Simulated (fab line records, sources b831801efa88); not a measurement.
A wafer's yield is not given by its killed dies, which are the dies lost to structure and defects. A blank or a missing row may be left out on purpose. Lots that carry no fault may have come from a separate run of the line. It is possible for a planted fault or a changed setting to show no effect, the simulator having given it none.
A struck lot beside a sound one | flow sky130 | 35 out of 708 route steps
Sound: the wafers L476.1, L476.2, L476.6. Struck: wafers L480.1, L480.2, L480.6. At the end, the cause is stated.
Each step with rows lists, per side, the tool, then ch with its chambers, then its first start. Under that, the readings that differ: sound wafers | struck wafers | difference of the means | sigmas: that difference in standard deviations of wafers without a fault.
alike: readings with means less than 2 such deviations apart, plus words and numbers identical on both sides. not compared: withheld readings, readings lacking a value on some wafer, bounds such as >300 that could conceal the same value, and numbers that have no deviation in the record and whose values overlap.
A row with sigmas, a row that says differs or no value, or rows on one side alone: a step with any of these is where the two part. Non-overlapping numbers with no deviation appear without sigmas and do not part them. Lack of a reading on every wafer of one side parts them only where that side has two or more wafers.

first, 6 steps without rows for these wafers: SKY_METAL5_HMDS_08 (prime time 60 s); SKY_METAL5_COAT_09 (resist thk 1800 nm); SKY_METAL5_SOFTBAKE_10 (time 60 s); SKY_METAL5_EXPOSE_11 (exposes mask MM5, target cd 1600 nm); SKY_METAL5_PEB_12; SKY_METAL5_DEVELOP_13 (develop time 60 s).
SKY_METAL5_DESCUM_14: chemistry O2, time 11 s.
  sound on rie metal-03 ch 1, day 45 10:26; struck on rie metal-03 ch 0,1, day 46 11:56
  alike: chamber pressure mTorr, drypump motor current A, oes product au
  not compared: rf hours counter h
SKY_METAL5_METAL_ETCH_15: etches the open film in Cl2/BCl3, stops on SiO2, target depth 1260 nm, time 252 s.
  sound on rie metal-03 ch 1, day 45 10:30; struck on rie metal-03 ch 0,1, day 46 11:58
  alike: chamber pressure mTorr, drypump motor current A, oes product au, throttle valve pct
  not compared: rf hours counter h
then, 4 steps without rows for these wafers: SKY_METAL5_STRIP_16 (strips in O2/N2); SKY_METAL5_STRIP_17 (strips in post etch residue remover, time 1200 s); SKY_METAL5_CLEAN_18 (cleans in IPA, time 180 s); SKY_METAL5_CLEAN_19 (cleans in O3/DIW).
SKY_PASSIVATION_CVD_00: deposits SiO2, target thk 90 nm.
  sound on pecvd-01 ch 0,2, day 45 11:34; struck on pecvd-01 ch 0,2, day 46 12:50
  reading                                      | sound            | struck            | difference | sigmas
  model.SiO2_of_PASSIVATION_CVD_00.thk nm (nm) | 88.45 89.5 90.36 | 148.6 146.4 151.1 | +59.3      |
  alike: heater power w
SKY_PASSIVATION_THK_MEAS_01:
  sound on film metro-04 at day 45 11:35; struck on film metro-01 at day 46 12:52
  reading                     | sound          | struck            | difference | sigmas
  PASSIVATION_CVD_00_THK (nm) | 88.4 89.5 90.4 | 148.5 146.4 151.0 | +59.2      | +54
SKY_PASSIVATION_CVD_02: deposits Si3N4, target thk 540 nm.
  sound on pecvd-03 ch 0,2, day 45 11:39; struck on pecvd-02 ch 0,2, day 46 12:55
  alike: heater power w
SKY_PASSIVATION_THK_MEAS_03:
  sound on film metro-02 at day 45 11:52; struck on film metro-02 at day 46 13:08
  alike: PASSIVATION_CVD_02_THK
then, 7 steps without rows for these wafers: SKY_PASSIVATION_DEHYDRATE_04 (time 60 s); SKY_PASSIVATION_HMDS_05 (prime time 60 s); SKY_PASSIVATION_COAT_06 (resist thk 3000 nm); SKY_PASSIVATION_SOFTBAKE_07; SKY_PASSIVATION_EXPOSE_08 (exposes mask NSM, target cd 3000 nm); SKY_PASSIVATION_PEB_09; SKY_PASSIVATION_DEVELOP_10 (develop time 60 s).
SKY_PASSIVATION_ETCH_11: etches the open film in CF4/O2, stops on AlCu, target depth 725 nm, time 161.1 s.
  sound on rie diel-01 ch 1,2, day 46 08:39; struck on rie diel-02 ch 1,2, day 47 09:10
  alike: chamber pressure mTorr, drypump motor current A, oes product au, throttle valve pct
  not compared: rf hours counter h, model.PASSIVATION.feature depth nm, model.etch.depth nm
SKY_PASSIVATION_STRIP_12: strips in O2/N2.
  sound on plasma asher-01 ch 0,1, day 46 08:46; struck on plasma asher-02 ch 0,1, day 47 09:17
  alike: chamber pressure mTorr, drypump motor current A, n2 flow sccm, oes product au, strip time to endpoint s
  not compared: rf hours counter h
then, 7 steps without rows for these wafers: SKY_PAD_OPEN_DEHYDRATE_00 (time 60 s); SKY_PAD_OPEN_HMDS_01 (prime time 60 s); SKY_PAD_OPEN_COAT_02 (resist thk 3000 nm); SKY_PAD_OPEN_SOFTBAKE_03; SKY_PAD_OPEN_EXPOSE_04 (exposes mask PDM, target cd 60000 nm); SKY_PAD_OPEN_PEB_05; SKY_PAD_OPEN_DEVELOP_06 (develop time 60 s).
SKY_PAD_OPEN_ETCH_07: etches the open film in CF4/O2, stops on AlCu, target depth 725 nm, time 161.1 s.
  sound on rie diel-03 ch 0,1, day 47 04:41; struck on rie diel-01 ch 1,3, day 48 04:53
  alike: chamber pressure mTorr, drypump motor current A, oes product au, throttle valve pct
  not compared: rf hours counter h, model.PAD_OPEN.feature depth nm, model.etch.depth nm
SKY_PAD_OPEN_STRIP_08: strips in O2/N2.
  sound on plasma asher-03 ch 0,1, day 47 04:51; struck on plasma asher-02 ch 0,1, day 48 04:59
  alike: chamber pressure mTorr, drypump motor current A, n2 flow sccm, oes product au, strip time to endpoint s
  not compared: rf hours counter h
following that, these wafers have no rows for 1 step: SKY_PAD_OPEN_PROBE_99.

== WHERE THEY PART ==
Within this record, at SKY_PASSIVATION_THK_MEAS_01 only. Later steps at which nothing parts them and some readings are alike: SKY_PASSIVATION_CVD_02, SKY_PASSIVATION_THK_MEAS_03, SKY_PASSIVATION_ETCH_11, SKY_PASSIVATION_STRIP_12, SKY_PAD_OPEN_ETCH_07, SKY_PAD_OPEN_STRIP_08.

WHY: what the simulator had put in
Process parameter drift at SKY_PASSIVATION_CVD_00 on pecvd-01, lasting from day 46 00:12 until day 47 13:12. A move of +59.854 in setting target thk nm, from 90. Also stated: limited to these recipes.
